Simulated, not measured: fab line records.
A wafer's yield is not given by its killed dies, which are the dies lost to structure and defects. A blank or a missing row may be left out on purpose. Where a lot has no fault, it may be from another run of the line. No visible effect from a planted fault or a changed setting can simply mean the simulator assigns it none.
fab line records	flow sky130
record: lots: 11	wafers: 32	last-day: 50
route steps=708 shown VT_ADJUST_HVTP@96 VT_ADJUST_LVTN@104 GATE_OXIDE@201 VIA3@587 PAD_OPEN@708
lots with no fault: from the same line, run without faults
start-h: hours from the record's opening day to when the first of the lot's shown wafers began	wait-h: time in hours since the lot's previous step	" identical to the entry in the row above	L1.1+2: a single row standing in for several wafers	- no value, or no start was given	* or withheld: withheld	< > ~ a bound
route shown NAME@n: names a module that has steps shown in the file, with the first one's number in the route	usual: mean/standard deviation taken from wafers without a fault	same: alike in all rows	chamber/n: place in a boat	sites: per-site readings	_std_site: their standard deviation	_edge_site: inner sites' mean taken away from outer sites' mean	radius-mm: how far each site lies from the wafer's centre	mask NAME#n: copy n	behind: the most recent tool/chamber to have shaped the wafer	hold: reason for holding the lot/hours on hold/outcome of the hold	device: the transistor (n, p or np) that didn't switch	end of line: the same wafers' tests at the end of the route	step lacking rows: just its recipe	killed: count of dies lost to structure and defects at first sort (not the wafer's yield)	map: per-die view of a wafer (x killed, . not killed, _ where there is no die)
set.NAME: the setting the step ran with; set.NAME@STEP: the setting that earlier step ran with	model.NAME: the simulator's own value behind a step, which no gauge read
route steps across a sampled set of lots; one table per step, one row per wafer
services: from which hour (start-h, from the record's first day; less than 0 if before it) a tool's chamber was out of use, for how many hours, and why
== steps ==
step: SKY_VT_ADJUST_HVTP_TW_MEAS_11
usual: VT_ADJUST_HVTP_TW: 1361/8.3
lot.wafer	tool	chamber	start-h	wait-h	VT_ADJUST_HVTP_TW
L911.1	film-metro-03	-	129.58	0.1	1365
L911.2	"	-	"	"	1372
L911.5	"	-	"	"	1366
L912.2	film-metro-03	-	136.94	0.1	1368
L912.4	"	-	"	"	1367
L912.5	"	-	"	"	1378
L920.1	film-metro-01	-	183.73	0.1	1371
L920.4	"	-	"	"	1368
L921.2	film-metro-03	-	193.47	0.1	1367
L921.5	"	-	"	"	1368
L921.6	"	-	"	"	1372
L922.2	film-metro-02	-	202.29	0.1	1357
L922.3	"	-	"	"	1346
L922.5	"	-	"	"	1354
L924.1	film-metro-02	-	214.93	0.1	1344
L924.4	"	-	"	"	1352
L924.6	"	-	"	"	1353
L925.3	film-metro-01	-	221.80	0.1	1374
L925.4	"	-	"	"	1371
L925.5	"	-	"	"	1370
L928.1	film-metro-02	-	244.02	0.1	1355
L928.2	"	-	"	"	1359
L928.6	"	-	"	"	1362
L929.1	film-metro-03	-	246.66	0.1	1353
L929.3	"	-	"	"	1363
L929.6	"	-	"	"	1362
L931.2	film-metro-03	-	264.63	0.1	1371
L931.4	"	-	"	"	1354
L931.5	"	-	"	"	1363
L933.2	film-metro-01	-	272.46	0.1	1367
L933.3	"	-	"	"	1366
L933.4	"	-	"	"	1363
step: SKY_VT_ADJUST_LVTN_OVL_MEAS_07
usual: VT_ADJUST_LVTN_OVL: -0.6/1.2
lot.wafer	tool	chamber	start-h	wait-h	VT_ADJUST_LVTN_OVL[nm]
L911.1	overlay-01	-	149.22	-	-1.4
L911.2	"	-	"	"	-1.1
L911.5	"	-	"	"	1.7
L912.2	overlay-01	-	157.11	-	-1.4
L912.4	"	-	"	"	-1.0
L912.5	"	-	"	"	-1.1
L920.1	overlay-01	-	205.96	-	-2.3
L920.4	"	-	"	"	-3.6
L921.2	overlay-02	-	215.63	-	-1.2
L921.5	"	-	"	"	-0.5
L921.6	"	-	"	"	-0.8
L922.2	overlay-02	-	224.71	-	0.3
L922.3	"	-	"	"	0.3
L922.5	"	-	"	"	1.6
L924.1	overlay-02	-	237.85	-	-0.7
L924.4	"	-	"	"	0.7
L924.6	"	-	"	"	1.9
L925.3	overlay-02	-	243.92	-	-0.5
L925.4	"	-	"	"	-0.1
L925.5	"	-	"	"	-0.5
L928.1	overlay-01	-	267.90	-	-0.8
L928.2	"	-	"	"	-0.3
L928.6	"	-	"	"	-1.0
L929.1	overlay-01	-	270.35	-	-1.5
L929.3	"	-	"	"	-1.0
L929.6	"	-	"	"	-0.7
L931.2	overlay-02	-	289.03	-	-0.2
L931.4	"	-	"	"	0.3
L931.5	"	-	"	"	-0.8
L933.2	overlay-02	-	296.98	-	-2.3
L933.3	"	-	"	"	-0.8
L933.4	"	-	"	"	-2.2
step: SKY_GATE_OXIDE_TW_MEAS_14
usual: GATE_OXIDE_TW: 225.1/1.7
lot.wafer	tool	chamber	start-h	wait-h	GATE_OXIDE_TW
L911.1	film-metro-04	-	325.84	0.1	223.6
L911.2	"	-	"	"	222.1
L911.5	"	-	"	"	223.0
L912.2	film-metro-01	-	332.61	0.1	224.9
L912.4	"	-	"	"	224.5
L912.5	"	-	"	"	225.9
L920.1	film-metro-01	-	392.45	0.1	227.2
L920.4	"	-	"	"	226.4
L921.2	film-metro-04	-	403.85	0.1	223.2
L921.5	"	-	"	"	222.9
L921.6	"	-	"	"	222.7
L922.2	film-metro-01	-	415.76	0.1	225.8
L922.3	"	-	"	"	225.7
L922.5	"	-	"	"	227.2
L924.1	film-metro-04	-	433.66	0.1	222.2
L924.4	"	-	"	"	222.3
L924.6	"	-	"	"	221.5
L925.3	film-metro-01	-	441.21	0.1	225.2
L925.4	"	-	"	"	224.8
L925.5	"	-	"	"	224.8
L928.1	film-metro-03	-	474.19	0.1	226.5
L928.2	"	-	"	"	227.0
L928.6	"	-	"	"	225.3
L929.1	film-metro-01	-	476.05	0.1	225.6
L929.3	"	-	"	"	226.0
L929.6	"	-	"	"	225.6
L931.2	film-metro-01	-	497.85	0.1	224.1
L931.4	"	-	"	"	223.5
L931.5	"	-	"	"	224.4
L933.2	film-metro-03	-	507.00	0.1	226.4
L933.3	"	-	"	"	225.8
L933.4	"	-	"	"	225.4
step: SKY_VIA3_ETCH_14
recipe: chemistry: N2/H2	target: BARC	ion-energy-ev: 200	source-w: 500	bias-w: 100	pressure-mtorr: 30	n2-flow-sccm: 100	h2-flow-sccm: 200	stop-on: SiO2	time-s: 45.9	target-depth-a: 600
usual: drypump-motor-current-A: 5.8/0.43	oes-product-au: 0.854/0.0041	throttle-valve-pct: 13.226/0.009
lot.wafer	tool	chamber	start-h	wait-h	drypump-motor-current-A	oes-product-au	rf-hours-counter-h	throttle-valve-pct
L911.1	rie-diel-04	2	948.23	0.0	5.7	0.849	6	13.230
L911.2	"	0	"	"	6.3	0.850	19	13.205
L911.5	"	3	"	"	5.4	0.858	-	13.231
L912.2	rie-diel-04	1	953.47	0.0	5.9	0.862	9	13.231
L912.4	"	3	"	"	5.3	0.856	21	13.219
L912.5	"	0	"	"	6.3	0.853	-	13.227
L920.1	rie-diel-04	2	1002.88	0.0	5.7	0.789	8	13.224
L920.4	"	0	"	"	6.3	0.854	21	13.224
L921.2	rie-diel-04	0	1012.97	0.0	6.3	0.767	21	13.235
L921.5	"	3	"	"	5.3	0.849	-	13.231
L921.6	"	2	"	"	5.7	0.848	-	13.224
L922.2	rie-diel-04	2	1019.86	0.0	5.7	0.799	8	13.210
L922.3	"	3	"	"	5.3	0.861	23	13.227
L922.5	"	3	"	"	5.3	0.848	-	13.219
L924.1	rie-diel-01	0	1033.08	0.0	5.2	0.847	25	13.222
L924.4	"	1	"	"	5.7	0.853	7	13.233
L924.6	"	1	"	"	5.8	0.846	-	13.230
L925.3	rie-diel-03	3	1038.41	0.0	5.2	0.858	18	13.219
L925.4	"	2	"	"	6.4	0.851	7	13.216
L925.5	"	1	"	"	6.5	0.858	-	13.239
L928.1	rie-diel-03	1	1062.09	0.0	6.6	0.846	22	13.214
L928.2	"	3	"	"	5.2	0.854	19	13.236
L928.6	"	0	"	"	6.2	0.858	-	13.223
L929.1	rie-diel-03	0	1064.21	0.0	6.1	0.861	22	13.226
L929.3	"	3	"	"	5.2	0.854	19	13.233
L929.6	"	3	"	"	5.2	0.850	-	13.234
L931.2	rie-diel-01	2	1078.81	0.0	5.5	0.850	16	13.231
L931.4	"	1	"	"	5.8	0.854	8	13.221
L931.5	"	3	"	"	5.4	0.850	-	13.224
L933.2	rie-diel-01	2	1084.98	0.0	5.5	0.848	17	13.224
L933.3	"	3	"	"	5.5	0.860	10	13.237
L933.4	"	0	"	"	5.2	0.853	27	13.232
step: SKY_VIA3_ETCH_15
recipe: target: SiO2	chemistry: C4F8/O2/Ar	target-depth-nm: 507	stop-on: TiN	mask-material: KrF-thick	source-w: 1500	bias-w: 1200	pressure-mtorr: 40	c4f8-flow-sccm: withheld	O2_flow_sccm: 6	Ar_flow_sccm: 300	time-s: 78
usual: oes-product-au: 0.946/0.0048
lot.wafer	tool	chamber	start-h	wait-h	oes-product-au
L911.1	rie-diel-04	2	948.27	0.0	0.940
L911.2	"	0	"	"	0.947
L911.5	"	3	"	"	0.941
L912.2	rie-diel-04	1	953.51	0.0	0.944
L912.4	"	3	"	"	0.946
L912.5	"	0	"	"	0.956
L920.1	rie-diel-04	2	1002.92	0.0	0.656
L920.4	"	0	"	"	0.945
L921.2	rie-diel-04	0	1013.01	0.0	0.538
L921.5	"	3	"	"	0.942
L921.6	"	2	"	"	0.943
L922.2	rie-diel-04	2	1019.90	0.0	0.767
L922.3	"	3	"	"	0.955
L922.5	"	3	"	"	0.953
L924.1	rie-diel-01	0	1033.12	0.0	0.958
L924.4	"	1	"	"	0.940
L924.6	"	1	"	"	0.942
L925.3	rie-diel-03	3	1038.45	0.0	0.941
L925.4	"	2	"	"	0.949
L925.5	"	1	"	"	0.950
L928.1	rie-diel-03	1	1062.13	0.0	0.945
L928.2	"	3	"	"	0.953
L928.6	"	0	"	"	0.952
L929.1	rie-diel-03	0	1064.25	0.0	0.950
L929.3	"	3	"	"	0.949
L929.6	"	3	"	"	0.943
L931.2	rie-diel-01	2	1078.85	0.0	0.950
L931.4	"	1	"	"	0.936
L931.5	"	3	"	"	0.946
L933.2	rie-diel-01	2	1085.02	0.0	0.943
L933.3	"	3	"	"	0.947
L933.4	"	0	"	"	0.942
step: SKY_VIA3_STRIP_16
recipe: chemistry: O2/N2	power-w: 1400	pressure-mtorr: 1500	platen-temp-c: withheld	o2-flow-sccm: 3000	n2-flow-sccm: 300	overash-fraction: 0.5
usual: drypump-motor-current-A: 5.4/0.38	oes-product-au: 0.402/0.0047	strip-time-to-endpoint-s: 4.13/0.031
lot.wafer	tool	chamber	start-h	wait-h	drypump-motor-current-A	oes-product-au	rf-hours-counter-h	strip-time-to-endpoint-s
L911.1	plasma-asher-03	1	948.33	0.0	5.3	0.401	83	4.07
L911.2	"	0	"	"	5.3	0.401	83	4.11
L911.5	"	0	"	"	5.3	0.410	-	4.12
L912.2	plasma-asher-01	0	953.57	0.0	6.1	0.405	51	4.15
L912.4	"	0	"	"	6.1	0.402	-	4.14
L912.5	"	0	"	"	6.1	0.405	-	4.13
L920.1	plasma-asher-02	0	1002.98	0.0	5.1	0.407	21	4.24
L920.4	"	1	"	"	5.7	0.410	-	4.14
L921.2	plasma-asher-01	1	1013.07	0.0	5.0	0.410	57	4.27
L921.5	"	1	"	"	5.0	0.400	-	4.12
L921.6	"	0	"	"	6.1	0.399	-	4.05
L922.2	plasma-asher-03	0	1019.96	0.0	5.3	0.407	90	4.25
L922.3	"	1	"	"	5.3	0.402	-	4.13
L922.5	"	1	"	"	5.3	0.401	-	4.11
L924.1	plasma-asher-01	1	1033.18	0.0	5.0	0.407	59	4.18
L924.4	"	1	"	"	5.0	0.400	-	4.13
L924.6	"	0	"	"	6.1	0.397	-	4.10
L925.3	plasma-asher-03	0	1038.55	0.1	5.3	0.402	-	4.15
L925.4	"	1	"	"	5.2	0.393	-	4.11
L925.5	"	1	"	"	5.2	0.404	-	4.12
L928.1	plasma-asher-01	0	1062.19	0.0	6.1	0.404	62	4.13
L928.2	"	1	"	"	5.0	0.401	62	4.13
L928.6	"	0	"	"	6.1	0.404	-	4.14
L929.1	plasma-asher-02	1	1064.31	0.0	5.7	0.401	27	4.16
L929.3	"	0	"	"	5.1	0.417	-	4.15
L929.6	"	1	"	"	5.7	0.400	-	4.15
L931.2	plasma-asher-03	1	1078.91	0.0	5.3	0.407	97	4.12
L931.4	"	0	"	"	5.3	0.397	-	4.14
L931.5	"	1	"	"	5.2	0.400	-	4.10
L933.2	plasma-asher-01	0	1085.08	0.0	6.1	0.396	64	4.14
L933.3	"	0	"	"	6.1	0.401	-	4.12
L933.4	"	1	"	"	5.0	0.400	-	4.17
step: SKY_PAD_OPEN_PROBE_99
usual: defect-limited-yield: 82.6/1.8	killed_at_M0_to_M3: 43/6.6	killed_at_M4_up: 2.9/1.6	killed-at-contacts: 24/4.9	killed-at-front-end: 15/4.5	killed-at-other: 0.2/0.45	killed-dies: 86/8.8	killed-on-rim: 16/4.2	killed-open: 48/6.4	killed-short: 38/5.6
same: gross-dies: 492	killed-at-back-side: 0
lot.wafer	tool	chamber	start-h	wait-h	defect-limited-yield[%]	killed_at_M0_to_M3	killed_at_M4_up	killed-at-contacts	killed-at-front-end	killed-at-other	killed-dies	killed-on-rim	killed-open	killed-short
L912.2	prober-01	-	1097.12	0.1	83.3	40	2	27	13	0	82	20	44	38
L912.4	prober-01	-	1097.22	0.2	84.1	40	2	24	12	0	78	15	45	33
L912.5	prober-01	-	1097.27	0.2	80.7	49	4	30	12	0	95	21	47	48
L920.1	prober-02	-	1140.03	0.1	41.9	240	5	25	16	0	286	19	50	35
L920.4	prober-02	-	1140.18	0.2	83.1	42	1	19	21	0	83	18	46	37
L921.2	prober-02	-	1149.63	0.1	26.8	317	4	24	15	0	360	79	54	31
L921.5	prober-02	-	1149.78	0.2	83.9	35	5	27	12	0	79	17	42	37
L921.6	prober-02	-	1149.83	0.2	81.5	42	3	30	15	1	91	17	46	45
L922.2	prober-01	-	1153.37	0.1	64.4	127	5	25	18	0	175	29	49	37
L922.3	prober-01	-	1153.42	0.2	77.6	54	3	24	29	0	110	27	64	46
L922.5	prober-01	-	1153.52	0.2	83.5	34	3	24	20	0	81	13	49	32
L924.1	prober-02	-	1162.78	0.1	81.7	42	2	30	16	0	90	12	51	39
L924.4	prober-02	-	1162.93	0.2	82.3	40	3	29	15	0	87	17	47	40
L924.6	prober-02	-	1163.03	0.2	84.8	41	0	19	15	0	75	15	35	40
L925.3	prober-01	-	1167.15	0.2	84.1	45	6	20	7	0	78	19	39	39
L925.4	prober-01	-	1167.20	0.2	84.1	38	5	15	20	0	78	15	46	32
L925.5	prober-01	-	1167.25	0.2	79.3	57	3	30	12	0	102	14	56	46
L928.6	prober-02	-	1186.38	0.2	82.3	42	3	25	17	0	87	13	46	41
L929.1	prober-01	-	1188.24	0.1	81.7	35	4	25	26	0	90	16	56	34
L929.3	prober-01	-	1188.34	0.2	81.3	38	2	23	29	0	92	13	54	38
L929.6	prober-01	-	1188.49	0.2	81.9	40	2	26	21	0	89	9	45	44
L931.2	prober-01	-	1202.89	0.1	86.4	29	5	26	7	0	67	11	40	27
L931.4	prober-01	-	1202.99	0.2	82.3	39	2	33	13	0	87	16	45	42
L931.5	prober-01	-	1203.04	0.2	84.1	40	5	29	4	0	78	13	41	37
L933.2	prober-01	-	1204.85	0.1	83.3	37	5	23	17	0	82	22	49	33
L933.3	prober-01	-	1204.90	0.2	83.1	46	2	24	11	0	83	22	47	36
L933.4	prober-01	-	1204.95	0.2	84.1	37	2	20	19	0	78	12	42	36
killed by level:class
L912.2 CONTACT:geometric-particle:open=11 VIA1:geometric-particle:open=6 LI_CONTACT:geometric-particle:open=6 VIA2:geometric-particle:open=6 VIA1:geometric-particle:short=5 METAL2:geometric-particle:short=5 VIA3:geometric-particle:open=5 FIELD_ISO:geometric-particle:short=4
L912.4 CONTACT:geometric-particle:open=13 VIA2:geometric-particle:open=9 VIA1:geometric-particle:open=7 POLY_GATE:geometric-particle:short=5 METAL2:geometric-particle:short=5 VIA3:geometric-particle:open=5 CONTACT:geometric-particle:short=4 LI_CONTACT:geometric-particle:open=3
L912.5 VIA1:geometric-particle:open=12 CONTACT:geometric-particle:open=10 METAL1:geometric-particle:short=8 POLY_GATE:geometric-particle:short=8 CONTACT:geometric-particle:short=7 LI_CONTACT:geometric-particle:open=6 VIA3:geometric-particle:open=6 METAL2:geometric-particle:short=5
L920.1 VIA3:area-etch=201 CONTACT:geometric-particle:open=10 VIA3:geometric-particle:open=10 VIA1:geometric-particle:open=10 LI_CONTACT:geometric-particle:open=6 FIELD_ISO:geometric-particle:open=5 METAL4:geometric-particle:short=4 METAL2:geometric-particle:short=4
L920.4 VIA2:geometric-particle:open=10 LI_CONTACT:geometric-particle:open=9 METAL1:geometric-particle:short=6 POLY_GATE:geometric-particle:open=5 POLY_GATE:geometric-particle:short=5 LOCAL_INTERCONNECT:geometric-particle:short=5 VIA3:geometric-particle:open=5 FIELD_ISO:geometric-particle:open=4
L921.2 VIA3:area-etch=275 VIA1:geometric-particle:open=13 CONTACT:geometric-particle:open=10 LI_CONTACT:geometric-particle:open=10 METAL1:geometric-particle:short=7 POLY_GATE:geometric-particle:open=6 VIA2:geometric-particle:open=5 VIA1:geometric-particle:short=4
L921.5 LI_CONTACT:geometric-particle:open=9 VIA3:geometric-particle:open=8 CONTACT:geometric-particle:open=7 METAL2:geometric-particle:short=7 METAL4:geometric-particle:short=5 VIA2:geometric-particle:open=5 FIELD_ISO:geometric-particle:short=4 CONTACT:geometric-particle:short=4
L921.6 VIA1:geometric-particle:open=14 CONTACT:geometric-particle:open=13 POLY_GATE:geometric-particle:short=7 CONTACT:geometric-particle:short=6 LOCAL_INTERCONNECT:geometric-particle:short=6 VIA2:geometric-particle:open=6 FIELD_ISO:geometric-particle:short=5 VIA3:geometric-particle:short=5
L922.2 VIA3:area-etch=89 LI_CONTACT:geometric-particle:open=10 VIA1:geometric-particle:open=9 METAL1:geometric-particle:short=7 CONTACT:geometric-particle:open=6 FIELD_ISO:geometric-particle:open=5 FIELD_ISO:geometric-particle:short=4 POLY_GATE:geometric-particle:open=4
L922.3 VIA1:geometric-particle:open=15 VIA3:geometric-particle:open=10 CONTACT:geometric-particle:open=10 FIELD_ISO:geometric-particle:short=9 VIA1:geometric-particle:short=8 VIA2:geometric-particle:open=7 LOCAL_INTERCONNECT:geometric-particle:short=6 POLY_GATE:geometric-particle:open=5
L922.5 CONTACT:geometric-particle:open=11 VIA1:geometric-particle:open=7 VIA2:geometric-particle:open=7 POLY_GATE:geometric-particle:open=5 POLY_GATE:geometric-particle:short=5 LI_CONTACT:geometric-particle:open=5 VIA3:geometric-particle:open=5 METAL1:geometric-particle:short=4
L924.1 CONTACT:geometric-particle:open=13 VIA1:geometric-particle:open=9 CONTACT:geometric-particle:short=8 FIELD_ISO:geometric-particle:open=7 VIA3:geometric-particle:open=7 METAL1:geometric-particle:short=6 METAL2:geometric-particle:short=5 VIA2:geometric-particle:open=5
L924.4 CONTACT:geometric-particle:open=14 METAL2:geometric-particle:short=10 VIA1:geometric-particle:open=9 VIA2:geometric-particle:open=6 VIA3:geometric-particle:open=6 FIELD_ISO:geometric-particle:short=5 LI_CONTACT:geometric-particle:open=5 METAL1:geometric-particle:short=5
L924.6 VIA1:geometric-particle:short=8 METAL1:geometric-particle:short=7 CONTACT:geometric-particle:open=6 VIA2:geometric-particle:open=6 VIA3:geometric-particle:short=5 LOCAL_INTERCONNECT:geometric-particle:short=5 FIELD_ISO:geometric-particle:open=4 FIELD_ISO:geometric-particle:short=4
L925.3 VIA1:geometric-particle:open=11 VIA2:geometric-particle:open=8 VIA1:geometric-particle:short=8 CONTACT:geometric-particle:open=6 LI_CONTACT:geometric-particle:open=5 CONTACT:geometric-particle:short=5 METAL1:geometric-particle:short=5 METAL4:geometric-particle:short=5
L925.4 CONTACT:geometric-particle:open=8 VIA1:geometric-particle:open=8 VIA2:geometric-particle:open=7 POLY_GATE:geometric-particle:short=6 METAL1:geometric-particle:short=6 POLY_GATE:geometric-particle:open=5 VIA3:geometric-particle:open=4 METAL4:geometric-particle:short=4
L925.5 VIA1:geometric-particle:open=17 CONTACT:geometric-particle:open=12 METAL1:geometric-particle:short=9 LI_CONTACT:geometric-particle:open=7 METAL2:geometric-particle:short=6 VIA2:geometric-particle:open=6 LOCAL_INTERCONNECT:geometric-particle:short=4 CONTACT:geometric-particle:short=4
L928.6 VIA1:geometric-particle:open=9 CONTACT:geometric-particle:open=8 VIA2:geometric-particle:open=8 FIELD_ISO:geometric-particle:short=7 CONTACT:geometric-particle:short=6 VIA1:geometric-particle:short=6 VIA3:geometric-particle:open=6 LI_CONTACT:geometric-particle:open=4
L929.1 CONTACT:geometric-particle:open=11 VIA1:geometric-particle:open=10 POLY_GATE:geometric-particle:open=7 FIELD_ISO:geometric-particle:short=6 VIA2:geometric-particle:open=6 FIELD_ISO:geometric-particle:open=5 CONTACT:geometric-particle:short=5 METAL2:geometric-particle:short=5
L929.3 VIA1:geometric-particle:open=10 LI_CONTACT:geometric-particle:open=9 FIELD_ISO:geometric-particle:open=8 FIELD_ISO:geometric-particle:short=8 POLY_GATE:geometric-particle:short=6 CONTACT:geometric-particle:open=6 METAL1:geometric-particle:short=6 POLY_GATE:geometric-particle:open=5
L929.6 VIA1:geometric-particle:open=11 CONTACT:geometric-particle:short=9 CONTACT:geometric-particle:open=8 FIELD_ISO:geometric-particle:short=7 METAL2:geometric-particle:short=7 VIA3:geometric-particle:open=7 FIELD_ISO:geometric-particle:open=6 LI_CONTACT:geometric-particle:open=6
L931.2 LI_CONTACT:geometric-particle:open=9 CONTACT:geometric-particle:open=7 VIA2:geometric-particle:open=5 VIA3:geometric-particle:open=5 LOCAL_INTERCONNECT:geometric-particle:short=4 METAL4:geometric-particle:short=4 VIA1:geometric-particle:short=4 METAL2:geometric-particle:short=4
L931.4 CONTACT:geometric-particle:open=10 CONTACT:geometric-particle:short=9 VIA1:geometric-particle:open=9 VIA1:geometric-particle:short=7 METAL1:geometric-particle:short=6 VIA2:geometric-particle:open=6 VIA3:geometric-particle:open=6 LI_CONTACT:geometric-particle:open=5
L931.5 CONTACT:geometric-particle:open=14 VIA1:geometric-particle:open=8 METAL2:geometric-particle:short=8 CONTACT:geometric-particle:short=6 VIA2:geometric-particle:open=5 METAL4:geometric-particle:short=5 LI_CONTACT:geometric-particle:open=4 METAL1:geometric-particle:short=4
L933.2 VIA3:geometric-particle:open=9 LI_CONTACT:geometric-particle:open=8 CONTACT:geometric-particle:open=8 POLY_GATE:geometric-particle:short=6 VIA1:geometric-particle:open=6 VIA2:geometric-particle:open=5 METAL1:geometric-particle:short=5 FIELD_ISO:geometric-particle:short=4
L933.3 LI_CONTACT:geometric-particle:open=10 VIA1:geometric-particle:open=10 VIA3:geometric-particle:open=8 VIA2:geometric-particle:open=6 VIA2:geometric-particle:short=6 VIA3:geometric-particle:short=5 FIELD_ISO:geometric-particle:open=4 METAL2:geometric-particle:short=4
L933.4 CONTACT:geometric-particle:open=10 METAL1:geometric-particle:short=8 METAL2:geometric-particle:short=7 VIA1:geometric-particle:open=6 VIA2:geometric-particle:open=6 FIELD_ISO:geometric-particle:short=5 POLY_GATE:geometric-particle:open=5 LOCAL_INTERCONNECT:geometric-particle:short=5
== services ==
tool	chamber	start-h	hours	kind
rie-diel-03	1	930.80	9.1	repair
plasma-asher-01	-	940.01	4.2	repair
rie-diel-03	-	942.21	0.3	repair
rie-diel-03	-	945.25	1.2	repair
plasma-asher-03	-	949.55	1.3	repair
rie-diel-03	2	953.20	3.7	repair
rie-diel-03	2	964.85	22.9	repair
rie-diel-03	0	973.20	2.9	repair
rie-diel-03	1	974.58	2.7	repair
rie-diel-04	-	974.63	4.3	pm
plasma-asher-02	-	1017.90	2.8	pm
rie-diel-04	2	1022.74	51.9	repair
plasma-asher-02	-	1025.00	0.8	repair
rie-diel-04	1	1044.41	1.7	repair
rie-diel-01	0	1047.91	4.1	repair
plasma-asher-01	-	1050.13	1.3	repair
rie-diel-04	0	1058.81	2.9	repair
rie-diel-03	1	1062.70	1.7	repair
plasma-asher-01	-	1064.93	1.5	repair
rie-diel-01	-	1073.58	1.1	repair
== key ==
first-sign: step: SKY_VIA3_ETCH_14	reading: oes-product-au	direction: down	sigmas: 17	usual: 0.854	struck: 0.785
effect: step: SKY_VIA3_ETCH_15	reading: oes-product-au	direction: down	sigmas: 61	usual: 0.946	struck: 0.654
effect: step: SKY_VIA3_STRIP_16	reading: strip-time-to-endpoint-s	direction: up	sigmas: 4	usual: *	struck: *
effect: step: SKY_PAD_OPEN_PROBE_99	reading: killed_at_M0_to_M3	direction: up	sigmas: 28	usual: 43	struck: 228
more-kills-born-at: SKY_VIA3_ETCH_14@rie-diel-04: 565
met-at SKY_VIA3_ETCH_14
struck-lots L920,L921,L922
struck-wafers L920.1,L921.2,L922.2
later-rows-left-out L921.2
not-acting-at SKY_VT_ADJUST_HVTP_TW_MEAS_11,SKY_VT_ADJUST_LVTN_OVL_MEAS_07,SKY_GATE_OXIDE_TW_MEAS_14
onset-between 953.47 1002.88
fault: kind: process-parameter-drift	tool: rie-diel-04	chamber: -	onset-h: 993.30	steps: SKY_VIA3_ETCH_14	channel: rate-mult	offset: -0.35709	shape: step	end-h: 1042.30	scope: struck-wafers-only
later-rows-left-out: the simulator's readings of these wafers behind a module that went badly wrong aren't trusted and aren't shown, but for the sort
